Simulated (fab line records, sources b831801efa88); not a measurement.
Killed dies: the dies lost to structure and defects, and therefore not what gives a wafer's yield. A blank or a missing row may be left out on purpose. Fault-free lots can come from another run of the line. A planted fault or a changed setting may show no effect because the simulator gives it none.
A sampling plan put to the test    flow sky130    one fab line, 52 faults that these records tell of, each judged on the records of the lots that it struck
Plan = the line's own looks (route steps where a gauge or an inspection reads the wafer without altering it). A look can be judged if struck wafers have a number there and the file gives its usual mean and standard deviation on fault-free wafers. Caught: 4 or more of those standard deviations (sigma) separate the usual mean from the mean of the struck wafers at a look after the fault's first step. On the tool: the test repeated on the tool's own readings taken at the fault's steps. Another recipe on the struck wafers, or a record that is blank for them alone, also counts as caught.

THE FAULTS, as the simulator had put them in
1. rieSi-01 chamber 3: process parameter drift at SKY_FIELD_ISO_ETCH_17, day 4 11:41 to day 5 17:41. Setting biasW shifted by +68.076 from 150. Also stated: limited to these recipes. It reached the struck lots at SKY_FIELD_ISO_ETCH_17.
2. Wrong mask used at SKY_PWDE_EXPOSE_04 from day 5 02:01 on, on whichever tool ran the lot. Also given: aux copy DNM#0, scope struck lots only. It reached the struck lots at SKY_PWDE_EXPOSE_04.
3. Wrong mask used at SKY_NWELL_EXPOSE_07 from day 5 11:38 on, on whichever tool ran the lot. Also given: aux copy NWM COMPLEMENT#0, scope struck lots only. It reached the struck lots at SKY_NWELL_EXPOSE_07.
4. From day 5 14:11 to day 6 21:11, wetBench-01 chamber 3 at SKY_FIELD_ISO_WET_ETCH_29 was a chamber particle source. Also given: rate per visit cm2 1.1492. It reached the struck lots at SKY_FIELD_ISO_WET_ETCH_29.
5. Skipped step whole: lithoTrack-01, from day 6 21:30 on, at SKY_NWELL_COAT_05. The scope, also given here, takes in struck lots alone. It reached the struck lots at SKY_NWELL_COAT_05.
6. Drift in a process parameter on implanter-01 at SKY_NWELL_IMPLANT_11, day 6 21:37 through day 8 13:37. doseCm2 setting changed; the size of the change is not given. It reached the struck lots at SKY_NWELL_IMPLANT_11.
7. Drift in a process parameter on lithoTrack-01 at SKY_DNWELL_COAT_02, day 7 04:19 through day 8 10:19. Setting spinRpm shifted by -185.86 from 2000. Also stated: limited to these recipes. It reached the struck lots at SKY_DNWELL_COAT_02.
8. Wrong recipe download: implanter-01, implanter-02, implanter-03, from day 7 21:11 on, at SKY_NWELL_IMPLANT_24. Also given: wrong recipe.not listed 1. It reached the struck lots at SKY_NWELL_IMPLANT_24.
9. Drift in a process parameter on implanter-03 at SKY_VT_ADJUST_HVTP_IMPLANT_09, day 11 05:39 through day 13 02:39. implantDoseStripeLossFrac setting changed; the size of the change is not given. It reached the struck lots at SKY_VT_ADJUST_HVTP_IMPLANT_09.
10. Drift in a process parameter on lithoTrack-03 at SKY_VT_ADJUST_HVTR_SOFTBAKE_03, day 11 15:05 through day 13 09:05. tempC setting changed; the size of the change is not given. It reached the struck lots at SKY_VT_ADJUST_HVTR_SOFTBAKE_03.
11. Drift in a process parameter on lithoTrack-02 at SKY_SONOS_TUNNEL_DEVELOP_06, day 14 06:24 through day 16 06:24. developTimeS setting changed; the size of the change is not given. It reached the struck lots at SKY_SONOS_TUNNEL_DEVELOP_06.
12. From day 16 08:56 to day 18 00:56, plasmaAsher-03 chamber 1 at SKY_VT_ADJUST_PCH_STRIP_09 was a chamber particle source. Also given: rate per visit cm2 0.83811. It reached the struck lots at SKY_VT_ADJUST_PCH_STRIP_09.
13. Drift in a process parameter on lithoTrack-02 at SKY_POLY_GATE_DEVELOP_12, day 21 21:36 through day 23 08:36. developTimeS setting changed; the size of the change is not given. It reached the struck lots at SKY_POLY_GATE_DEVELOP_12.
14. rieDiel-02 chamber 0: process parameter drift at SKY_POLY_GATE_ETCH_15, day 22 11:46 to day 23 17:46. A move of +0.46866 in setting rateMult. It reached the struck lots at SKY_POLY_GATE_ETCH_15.
15. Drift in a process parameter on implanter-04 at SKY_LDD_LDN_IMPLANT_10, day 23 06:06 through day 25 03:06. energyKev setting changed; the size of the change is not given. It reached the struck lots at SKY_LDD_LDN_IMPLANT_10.
16. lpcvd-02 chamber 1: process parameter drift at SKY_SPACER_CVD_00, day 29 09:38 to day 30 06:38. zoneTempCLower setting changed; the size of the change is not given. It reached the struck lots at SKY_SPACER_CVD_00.
17. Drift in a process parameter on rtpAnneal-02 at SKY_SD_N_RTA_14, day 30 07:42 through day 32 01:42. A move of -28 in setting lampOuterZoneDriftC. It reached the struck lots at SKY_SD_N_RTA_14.
18. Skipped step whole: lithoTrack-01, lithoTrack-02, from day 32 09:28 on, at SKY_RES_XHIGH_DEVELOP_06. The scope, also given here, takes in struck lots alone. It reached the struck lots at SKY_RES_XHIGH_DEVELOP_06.
19. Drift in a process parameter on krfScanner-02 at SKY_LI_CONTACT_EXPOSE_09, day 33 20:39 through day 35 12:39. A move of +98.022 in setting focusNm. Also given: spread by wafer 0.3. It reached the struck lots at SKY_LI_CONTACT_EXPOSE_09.
20. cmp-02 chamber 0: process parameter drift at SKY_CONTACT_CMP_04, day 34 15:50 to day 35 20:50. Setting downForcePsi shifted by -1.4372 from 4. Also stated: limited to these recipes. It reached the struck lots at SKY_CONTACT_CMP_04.
21. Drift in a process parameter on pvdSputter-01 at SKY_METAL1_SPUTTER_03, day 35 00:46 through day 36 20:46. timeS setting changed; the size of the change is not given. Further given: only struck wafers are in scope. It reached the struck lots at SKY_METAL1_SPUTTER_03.
22. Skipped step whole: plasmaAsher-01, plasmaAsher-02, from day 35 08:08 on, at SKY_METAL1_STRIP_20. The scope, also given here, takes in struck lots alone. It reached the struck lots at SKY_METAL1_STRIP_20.
23. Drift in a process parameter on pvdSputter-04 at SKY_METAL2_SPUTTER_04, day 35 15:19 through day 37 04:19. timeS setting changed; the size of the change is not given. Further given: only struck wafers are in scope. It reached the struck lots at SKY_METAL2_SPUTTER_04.
24. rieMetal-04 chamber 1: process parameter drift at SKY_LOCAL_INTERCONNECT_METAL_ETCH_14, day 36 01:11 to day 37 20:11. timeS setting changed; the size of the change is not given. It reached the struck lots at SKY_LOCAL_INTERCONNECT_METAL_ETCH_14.
25. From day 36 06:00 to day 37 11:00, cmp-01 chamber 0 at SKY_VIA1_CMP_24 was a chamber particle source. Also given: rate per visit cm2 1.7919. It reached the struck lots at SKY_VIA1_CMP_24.
26. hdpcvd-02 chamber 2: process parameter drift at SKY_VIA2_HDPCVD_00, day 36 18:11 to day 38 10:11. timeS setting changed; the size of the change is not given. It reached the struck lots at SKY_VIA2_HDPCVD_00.
27. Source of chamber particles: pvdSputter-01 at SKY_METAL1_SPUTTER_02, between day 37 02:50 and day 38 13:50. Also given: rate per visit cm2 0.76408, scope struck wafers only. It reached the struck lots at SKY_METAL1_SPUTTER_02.
28. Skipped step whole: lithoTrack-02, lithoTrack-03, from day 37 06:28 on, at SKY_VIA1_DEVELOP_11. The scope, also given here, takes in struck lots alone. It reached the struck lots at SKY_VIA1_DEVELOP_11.
29. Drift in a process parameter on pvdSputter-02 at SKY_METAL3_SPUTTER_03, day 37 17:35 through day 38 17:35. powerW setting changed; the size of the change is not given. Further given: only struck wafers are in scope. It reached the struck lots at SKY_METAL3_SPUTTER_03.
30. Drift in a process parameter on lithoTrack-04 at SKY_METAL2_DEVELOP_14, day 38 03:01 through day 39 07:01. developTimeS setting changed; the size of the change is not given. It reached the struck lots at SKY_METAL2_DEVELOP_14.
31. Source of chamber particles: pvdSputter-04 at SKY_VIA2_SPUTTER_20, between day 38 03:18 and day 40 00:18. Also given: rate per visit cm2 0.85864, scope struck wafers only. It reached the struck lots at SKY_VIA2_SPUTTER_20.
32. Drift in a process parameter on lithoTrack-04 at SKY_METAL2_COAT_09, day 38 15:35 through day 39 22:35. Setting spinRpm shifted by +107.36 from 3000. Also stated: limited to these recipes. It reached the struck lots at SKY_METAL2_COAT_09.
33. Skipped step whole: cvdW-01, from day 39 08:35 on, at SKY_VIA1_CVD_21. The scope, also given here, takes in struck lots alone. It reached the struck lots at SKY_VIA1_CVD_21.
34. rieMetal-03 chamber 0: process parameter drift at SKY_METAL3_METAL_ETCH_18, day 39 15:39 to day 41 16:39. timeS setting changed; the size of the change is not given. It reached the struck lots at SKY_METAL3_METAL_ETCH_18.
35. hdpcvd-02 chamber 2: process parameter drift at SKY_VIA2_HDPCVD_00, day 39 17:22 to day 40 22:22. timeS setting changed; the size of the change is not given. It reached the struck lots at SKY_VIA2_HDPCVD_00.
36. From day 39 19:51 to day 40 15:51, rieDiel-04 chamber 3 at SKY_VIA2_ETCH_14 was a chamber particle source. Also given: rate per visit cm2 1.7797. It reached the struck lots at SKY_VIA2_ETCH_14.
37. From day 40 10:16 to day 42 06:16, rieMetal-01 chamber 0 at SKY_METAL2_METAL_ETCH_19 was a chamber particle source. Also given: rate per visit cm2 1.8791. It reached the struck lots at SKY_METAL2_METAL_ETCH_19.
38. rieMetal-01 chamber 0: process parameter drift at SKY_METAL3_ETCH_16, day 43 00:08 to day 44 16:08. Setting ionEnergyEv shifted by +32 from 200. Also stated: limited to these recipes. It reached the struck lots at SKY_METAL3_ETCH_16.
39. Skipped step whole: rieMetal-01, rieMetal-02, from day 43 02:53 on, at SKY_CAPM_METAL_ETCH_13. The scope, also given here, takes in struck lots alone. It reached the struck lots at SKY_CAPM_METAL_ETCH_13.
40. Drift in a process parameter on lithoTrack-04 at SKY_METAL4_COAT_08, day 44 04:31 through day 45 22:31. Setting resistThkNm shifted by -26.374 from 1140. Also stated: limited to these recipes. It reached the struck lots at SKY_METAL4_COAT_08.
41. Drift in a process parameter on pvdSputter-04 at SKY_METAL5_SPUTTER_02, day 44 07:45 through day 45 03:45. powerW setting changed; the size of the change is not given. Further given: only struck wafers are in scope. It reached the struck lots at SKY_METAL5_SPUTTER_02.
42. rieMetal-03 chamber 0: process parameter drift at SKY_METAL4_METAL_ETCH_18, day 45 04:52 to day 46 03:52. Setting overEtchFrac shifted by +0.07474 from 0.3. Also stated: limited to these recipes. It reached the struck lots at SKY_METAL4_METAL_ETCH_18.
43. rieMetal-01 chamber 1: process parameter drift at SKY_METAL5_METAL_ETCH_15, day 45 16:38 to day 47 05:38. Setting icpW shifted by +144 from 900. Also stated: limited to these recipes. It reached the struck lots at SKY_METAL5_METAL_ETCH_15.
44. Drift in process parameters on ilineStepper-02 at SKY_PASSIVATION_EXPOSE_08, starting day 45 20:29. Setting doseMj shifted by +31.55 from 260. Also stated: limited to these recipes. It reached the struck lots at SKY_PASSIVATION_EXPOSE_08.
45. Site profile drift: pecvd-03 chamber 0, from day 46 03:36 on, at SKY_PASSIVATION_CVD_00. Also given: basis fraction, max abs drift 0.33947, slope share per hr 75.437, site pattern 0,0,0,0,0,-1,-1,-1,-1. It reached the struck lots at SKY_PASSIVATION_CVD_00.
46. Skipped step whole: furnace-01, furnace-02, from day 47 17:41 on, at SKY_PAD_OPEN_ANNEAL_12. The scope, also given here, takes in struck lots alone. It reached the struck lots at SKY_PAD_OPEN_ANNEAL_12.
47. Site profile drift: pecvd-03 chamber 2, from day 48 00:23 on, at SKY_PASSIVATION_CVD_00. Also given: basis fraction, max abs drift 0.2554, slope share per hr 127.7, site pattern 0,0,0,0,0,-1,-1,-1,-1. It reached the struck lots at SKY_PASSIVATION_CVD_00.
48. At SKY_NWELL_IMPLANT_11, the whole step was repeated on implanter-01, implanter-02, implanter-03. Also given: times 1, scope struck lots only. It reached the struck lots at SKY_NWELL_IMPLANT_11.
49. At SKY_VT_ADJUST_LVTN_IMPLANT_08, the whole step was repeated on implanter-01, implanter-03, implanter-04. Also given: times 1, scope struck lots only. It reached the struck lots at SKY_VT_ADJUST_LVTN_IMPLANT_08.
50. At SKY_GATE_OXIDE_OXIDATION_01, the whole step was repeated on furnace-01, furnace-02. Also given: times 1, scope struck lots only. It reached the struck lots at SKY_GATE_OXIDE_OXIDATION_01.
51. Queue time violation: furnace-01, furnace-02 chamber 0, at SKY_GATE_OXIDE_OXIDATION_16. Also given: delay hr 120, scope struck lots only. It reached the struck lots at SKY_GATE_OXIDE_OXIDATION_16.
52. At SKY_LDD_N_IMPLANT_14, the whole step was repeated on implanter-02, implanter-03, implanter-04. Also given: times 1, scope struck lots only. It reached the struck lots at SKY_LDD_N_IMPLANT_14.

WHAT THE PLAN SAW
fault  on the tool itself                                first look that catches it                       reading, sigma                                                            median hours from its first step to that look  hours from the fault's start to the first struck lot there  judged looks passed uncaught
1      biasW +99 or beyond sigma                         none of the 2 looks that can be judged after it  strongest: FIELD_ISO_OXIDATION_01_THK at SKY_FIELD_ISO_THK_MEAS_23, -2.2  -                                              -                                                           2
2      under 2 sigma                                     SKY_PWDE_TW_MEAS_10                              PWDE_TW -89                                                               8.9                                            13                                                          0
3      no reading that can be judged                     SKY_NWELL_TW_MEAS_15                             NWELL_TW -95                                                              9.2                                            13                                                          0
4      no reading that can be judged                     not the one look that can be judged after it     -                                                                         -                                              -                                                           1
5      the tool's record is blank for the struck wafers  SKY_NWELL_TW_MEAS_26                             NWELL_2_TW +99 or beyond                                                  30.6                                           34                                                          0
6      doseIonsCm2 +99 or beyond sigma                   SKY_NWELL_TW_MEAS_15                             NWELL_TW +8.7                                                             0.5                                            3                                                           0
7      spinSpeedRpm -99 or beyond sigma                  not the one look that can be judged after it     -                                                                         -                                              -                                                           1
8      under 2 sigma                                     SKY_NWELL_TW_MEAS_26                             NWELL_2_TW +84                                                            0.2                                            2                                                           0
9      no reading that can be judged                     SKY_VT_ADJUST_HVTP_TW_MEAS_11                    VT_ADJUST_HVTP_TW -5.3                                                    0.2                                            5                                                           0
10     heaterPowerTotalW -99 or beyond sigma             no look after it can be judged                   -                                                                         -                                              -                                                           0
11     under 2 sigma                                     SKY_SONOS_TUNNEL_CD_MEAS_07                      cdNm -7.3                                                                 0.1                                            12                                                          0
12     under 2 sigma                                     not the one look that can be judged after it     -                                                                         -                                              -                                                           1
13     no reading that can be judged                     SKY_POLY_GATE_CD_MEAS_13                         cdNm -4.3                                                                 0.6                                            2                                                           0
14     under 2 sigma                                     SKY_POLY_GATE_CD_MEAS_22                         cdNm -6.7                                                                 1.7                                            22                                                          0
15     beamEnergyKeV -48 sigma                           no look after it can be judged                   -                                                                         -                                              -                                                           0
16     zonePowerLowerPct +65 sigma                       SKY_SPACER_THK_MEAS_01                           SPACER_CVD_00_THK +9.8                                                    1.2                                            3                                                           0
17     under 2 sigma                                     SKY_SD_N_RS_MEAS_16                              SD_N_RS +22                                                               0.2                                            9                                                           0
18     the tool's record is blank for the struck wafers  SKY_RES_XHIGH_TW_MEAS_09                         RES_XHIGH_TW -67                                                          0.4                                            1                                                           0
19     under 2 sigma                                     SKY_LI_CONTACT_CD_MEAS_12                        cdNm -4.3                                                                 12.9                                           19                                                          0
20     headPressurePsi -99 or beyond sigma               no look after it can be judged                   -                                                                         -                                              -                                                           0
21     under 2 sigma                                     no look after it can be judged                   -                                                                         -                                              -                                                           0
22     no reading that can be judged                     no look after it can be judged                   -                                                                         -                                              -                                                           0
23     under 2 sigma                                     not the one look that can be judged after it     strongest: METAL2_ALCU_THK at SKY_METAL2_THK_MEAS_06, -2.9                -                                              -                                                           1
24     runLengthS +18 sigma                              not the one look that can be judged after it     -                                                                         -                                              -                                                           1
25     under 2 sigma                                     not the one look that can be judged after it     -                                                                         -                                              -                                                           1
26     runLengthS +25 sigma                              SKY_VIA2_THK_MEAS_01                             VIA2_HDPCVD_THK +6.7                                                      0.1                                            23                                                          0
27     under 2 sigma                                     none of the 2 looks that can be judged after it  -                                                                         -                                              -                                                           2
28     no reading that can be judged                     no look after it can be judged                   -                                                                         -                                              -                                                           0
29     cathodeDcPowerW +99 or beyond sigma               no look after it can be judged                   -                                                                         -                                              -                                                           0
30     under 2 sigma                                     none of the 2 looks that can be judged after it  strongest: cdNm at SKY_METAL2_CD_MEAS_15, -3.4                            -                                              -                                                           2
31     under 2 sigma                                     no look after it can be judged                   -                                                                         -                                              -                                                           0
32     spinSpeedRpm +53 sigma                            none of the 2 looks that can be judged after it  -                                                                         -                                              -                                                           2
33     the tool's record is blank for the struck wafers  SKY_VIA1_RS_MEAS_22                              VIA1_W_RS +99 or beyond                                                   0.1                                            3                                                           0
34     runLengthS -39 sigma                              no look after it can be judged                   -                                                                         -                                              -                                                           0
35     runLengthS -20 sigma                              SKY_VIA2_THK_MEAS_01                             VIA2_HDPCVD_THK -6.5                                                      0.1                                            4                                                           0
36     under 2 sigma                                     none of the 2 looks that can be judged after it  -                                                                         -                                              -                                                           2
37     under 2 sigma                                     no look after it can be judged                   -                                                                         -                                              -                                                           0
38     under 2 sigma                                     no look after it can be judged                   -                                                                         -                                              -                                                           0
39     the tool's record is blank for the struck wafers  no look after it can be judged                   -                                                                         -                                              -                                                           0
40     under 2 sigma                                     no look after it can be judged                   -                                                                         -                                              -                                                           0
41     cathodeDcPowerW -99 or beyond sigma               SKY_METAL5_RS_MEAS_05                            METAL5_ALCU_RS +17                                                        0.1                                            3                                                           0
42     only faintly: oesProductAu -3.2 sigma             not the one look that can be judged after it     -                                                                         -                                              -                                                           1
43     rfFwdPowerW +49 sigma                             no look after it can be judged                   -                                                                         -                                              -                                                           0
44     exposureDoseMJCm2 +99 or beyond sigma             no look after it can be judged                   -                                                                         -                                              -                                                           0
45     under 2 sigma                                     SKY_PASSIVATION_THK_MEAS_01                      PASSIVATION_CVD_00_THK -8.9                                               0.0                                            19                                                          0
46     the tool's record is blank for the struck wafers  SKY_PAD_OPEN_BOW_MEAS_13                         PAD_OPEN_BOW +7.4                                                         1.5                                            2                                                           0
47     under 2 sigma                                     SKY_PASSIVATION_THK_MEAS_01                      PASSIVATION_CVD_00_THK -8.0                                               0.0                                            1                                                           0
48     under 2 sigma                                     SKY_NWELL_TW_MEAS_15                             NWELL_TW +23                                                              0.9                                            -                                                           0
49     under 2 sigma                                     SKY_VT_ADJUST_LVTN_TW_MEAS_10                    VT_ADJUST_LVTN_TW +24                                                     0.5                                            -                                                           0
50     under 2 sigma                                     SKY_GATE_OXIDE_THK_MEAS_02                       GATE_OXIDE_OXIDATION_00_THK +32                                           4.3                                            -                                                           0
51     no reading that can be judged                     no look after it can be judged                   -                                                                         -                                              -                                                           0
52     under 2 sigma                                     no look after it can be judged                   -                                                                         -                                              -                                                           0
A dash: the fault isn't caught, or these records don't give the number.

Caught at a look: 23 of 52. Caught on the tool: 21 of 52. By one or the other: 35 of 52.
Caught on the tool alone: faults 1, 7, 10, 15, 20, 24, 29, 32, 34, 39, 43, 44.
Caught at a look alone: faults 2, 3, 8, 9, 11, 13, 14, 17, 19, 45, 47, 48, 49, 50.
Caught by neither: faults 4, 12, 21, 22, 23, 25, 27, 28, 30, 31, 36, 37, 38, 40, 42, 51, 52.

THINNER SAMPLING
Were the look that catches a fault to measure just every second or every third lot (counted by lot number), the first struck lot would, at worst, be measured this late:
fault  struck lots at that look, in order of time  every lot  every second lot  every third lot
2      L343                                        13 h       may miss it       may miss it
3      L907                                        13 h       may miss it       may miss it
5      L881, L882                                  34 h       42 h              may miss all 2
6      L445, L447                                  3 h        may miss all 2    may miss all 2
8      L447, L448, L449, L450                      2 h        10 h              18 h
9      L404, L406                                  5 h        may miss all 2    may miss all 2
11     L492, L496                                  12 h       may miss all 2    may miss all 2
13     L626, L627                                  2 h        12 h              may miss all 2
14     L597                                        22 h       may miss it       may miss it
16     L899, L900                                  3 h        13 h              may miss all 2
17     L465, L468                                  9 h        33 h              may miss all 2
18     L230, L231                                  1 h        6 h               may miss all 2
19     L564                                        19 h       may miss it       may miss it
26     L133                                        23 h       may miss it       may miss it
33     L604, L605, L606                            3 h        9 h               13 h
35     L227, L230                                  4 h        20 h              may miss all 2
41     L421, L422                                  3 h        18 h              may miss all 2
45     L398                                        19 h       may miss it       may miss it
46     L276, L278                                  2 h        may miss all 2    may miss all 2
47     L521, L526                                  1 h        23 h              may miss all 2
Hours count from the start of the fault until the first struck lot that is measured. The test against the limit of 4 sigma pooled every struck wafer, which means one lot taken alone may stay below that limit. Other struck lots may not be in these records.

THE LONGEST TIMED WAY FROM STEP TO LOOK
Fault 5: a median of 30.6 hours passes between SKY_NWELL_COAT_05 and SKY_NWELL_TW_MEAS_26. No look between them can be judged.
